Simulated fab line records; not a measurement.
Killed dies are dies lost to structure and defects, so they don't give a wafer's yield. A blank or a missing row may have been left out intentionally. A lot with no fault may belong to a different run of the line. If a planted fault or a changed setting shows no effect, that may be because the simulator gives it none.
A struck lot beside a sound one	flow sky130	30 out of 708 route steps
Sound: these wafers, L477.1, L477.2, L477.4. Wafers struck: L495.1, L495.2, L495.6. At the end, the cause is stated.
For every step that has rows: the tool of each side, followed by ch and its chambers, followed by its first start. Under that, the readings that differ: sound wafers	struck wafers	difference of the means	sigmas: that difference in standard deviations of wafers without a fault.
alike: readings whose means differ by less than 2 such deviations, and words and numbers that are the same on both sides. not compared: withheld readings, readings that some wafer has no value for, bounds like >300 that may hide the same value, and numbers for which the record gives no deviation and whose values overlap.
A row with sigmas, a row that says differs or no value, or rows on one side alone: a step with any of these is where the two part. Non-overlapping numbers with no deviation appear without sigmas and do not part them. Lack of a reading on every wafer of one side parts them only where that side has two or more wafers.

first, 5 steps without rows for these wafers: SKY_SONOS_ONO_COAT_08 (resist thk 1140 nm); SKY_SONOS_ONO_SOFTBAKE_09 (time 60 s); SKY_SONOS_ONO_EXPOSE_10 (exposes mask ONOM, target cd 410 nm); SKY_SONOS_ONO_PEB_11; SKY_SONOS_ONO_DEVELOP_12 (develop time 60 s).
SKY_SONOS_ONO_CD_MEAS_13 targets a cd of 410 nm.
  sound: cd_sem-01 at day 12 17:48; struck: cd_sem-02 at day 18 17:38
  alike: cd_nm
SKY_SONOS_ONO_OVL_MEAS_14:
  sound: overlay-01 at day 12 17:55; struck: overlay-01 at day 18 17:46
  alike: SONOS_ONO_OVL
SKY_SONOS_ONO_ETCH_15: etches the open film in CHF3/O2, target depth 19.52 nm, time 7.8 s.
  sound on rie_diel-03 ch 0,2,3, day 12 17:57; struck on rie_diel-03 ch 0,1, day 18 17:47
  alike: drypump_motor_current_A, oes_product_au, throttle_valve_pct
  not compared: rf_hours_counter_h
then, 1 step without rows for these wafers: SKY_SONOS_ONO_WET_ETCH_16 (etches SiO2 in dHF, target depth 14 nm, time 280 s).
SKY_SONOS_ONO_STRIP_17: strips in O2/N2.
  sound on plasma_asher-02 ch 0,1, day 12 18:04; struck on plasma_asher-04 ch 0,1, day 18 17:54
  alike: drypump_motor_current_A, oes_product_au, strip_time_to_endpoint_s
  not compared: rf_hours_counter_h
then, 2 steps without rows for these wafers: SKY_SONOS_ONO_WET_ETCH_18 (etches Si3N4 in H3PO4, target depth 15 nm, time 172 s); SKY_GATE_OXIDE_CLEAN_00 (cleans in SC1/SC2, time 150 s).
SKY_GATE_OXIDE_OXIDATION_01: stabilise 600 s, purge 300 s, target thk 10.268 nm.
  sound on furnace-02 ch 0, day 12 19:53; struck on furnace-02 ch 0, day 18 22:19
reading	sound	struck	difference	sigmas
model.SiO2_of_GATE_OXIDE_OXIDATION_01.thk_nm (nm)	10.26 10.06 10.36	9.428 9.468 9.385	-0.800	
  alike: zone_power_centre_pct
SKY_GATE_OXIDE_THK_MEAS_02:
  sound: film_metro-03 at day 12 21:17; struck: film_metro-04 at day 18 23:44
reading	sound	struck	difference	sigmas
GATE_OXIDE_OXIDATION_00_THK (nm)	10.28 10.09 10.32	9.46 9.50 9.36	-0.79	-4
then, 7 steps without rows for these wafers: SKY_GATE_OXIDE_DEHYDRATE_03 (time 60 s); SKY_GATE_OXIDE_HMDS_04 (prime time 60 s); SKY_GATE_OXIDE_COAT_05 (resist thk 1140 nm); SKY_GATE_OXIDE_SOFTBAKE_06 (time 60 s); SKY_GATE_OXIDE_EXPOSE_07 (exposes mask LVOM, target cd 600 nm); SKY_GATE_OXIDE_PEB_08; SKY_GATE_OXIDE_DEVELOP_09 (develop time 60 s).
SKY_GATE_OXIDE_OVL_MEAS_10:
  sound: overlay-01 at day 13 22:34; struck: overlay-01 at day 20 05:56
  alike: GATE_OXIDE_OVL
then, 2 steps without rows for these wafers: SKY_GATE_OXIDE_IMPLANT_11; SKY_GATE_OXIDE_WET_ETCH_12 (etches SiO2 in dHF, target depth 16.8 nm, time 336 s).
SKY_GATE_OXIDE_STRIP_13: strips in O2/N2.
  sound on plasma_asher-02 ch 0,1, day 13 22:52; struck on plasma_asher-02 ch 0,1, day 20 06:14
  alike: drypump_motor_current_A, oes_product_au, strip_time_to_endpoint_s
  not compared: rf_hours_counter_h
SKY_GATE_OXIDE_TW_MEAS_14:
  sound: film_metro-04 at day 13 22:58; struck: film_metro-02 at day 20 06:20
reading	sound	struck	difference	sigmas
GATE_OXIDE_TW	224.7 225.3 225.5	219.4 220.0 219.4	-5.6	-2
then, 1 step without rows for these wafers: SKY_GATE_OXIDE_CLEAN_15 (cleans in SC1/SC2, time 150 s).
SKY_GATE_OXIDE_OXIDATION_16: stabilise 600 s, purge 300 s, target thk 3.57 nm.
  sound on furnace-01 ch 0, day 14 00:08; struck on furnace-01 ch 0, day 20 07:11
reading	sound	struck	difference	sigmas
model.SiO2_of_GATE_OXIDE_OXIDATION_01.thk_nm (nm)	11.63 11.44 11.72	10.89 10.92 10.83	-0.72	
  alike: zone_power_centre_pct
then, 1 step without rows for these wafers: SKY_POLY_GATE_CVD_00 (deposits poly-Si, target thk 180 nm, time 720 s).
-- the record jumps here: 30 days lie between the struck wafers' starts before and after (it left off in module POLY_GATE and takes up again in module PAD_OPEN, whose first step shown is number 708 of the route) --
SKY_PAD_OPEN_PROBE_99:
  sound: prober-01 at day 45 18:53; struck: prober-02 at day 49 23:37
reading	sound	struck	difference	sigmas
model.etest.nfet_16v.r_on_ohm_um	1.378e+04 1.364e+04 1.388e+04	1.346e+04 1.357e+04 1.346e+04	-2.700e+02	
model.etest.tip_sonos.rs_ohm_sq	2644 2650 2677	2538 2555 2525	-118	
model.etest.nfet_g5v0d10v5.r_on_ohm_um	1888 1848 1866	1812 1827 1826	-46	
model.etest.nfet_g5v0d10v5.drive_ua_um	605.5 613.6 599.7	642.4 641.4 645.9	+37.0	
model.etest.nfet_05v0_nvt.drive_ua_um	574 581.6 568.1	608.5 610.4 609.1	+34.8	
model.etest.nfet_16v.drive_ua_um	221 226 219.8	237.5 236.6 237.6	+15.0	
  alike: killed_at_M0_to_M3, killed_at_M4_up, killed_at_contacts, killed_at_front_end, killed_at_other, killed_dies, killed_on_rim, killed_open, killed_short
  not compared: model.etest.pfet_g5v0d10v5.r_on_ohm_um, model.etest.pfet_g5v0d10v5.drive_ua_um

== WHERE THEY PART ==
First at SKY_GATE_OXIDE_THK_MEAS_02; last, within this record, at SKY_GATE_OXIDE_TW_MEAS_14. Later steps at which nothing parts them and some readings are alike: SKY_GATE_OXIDE_OXIDATION_16, SKY_PAD_OPEN_PROBE_99.

WHY: whatever the simulator had introduced
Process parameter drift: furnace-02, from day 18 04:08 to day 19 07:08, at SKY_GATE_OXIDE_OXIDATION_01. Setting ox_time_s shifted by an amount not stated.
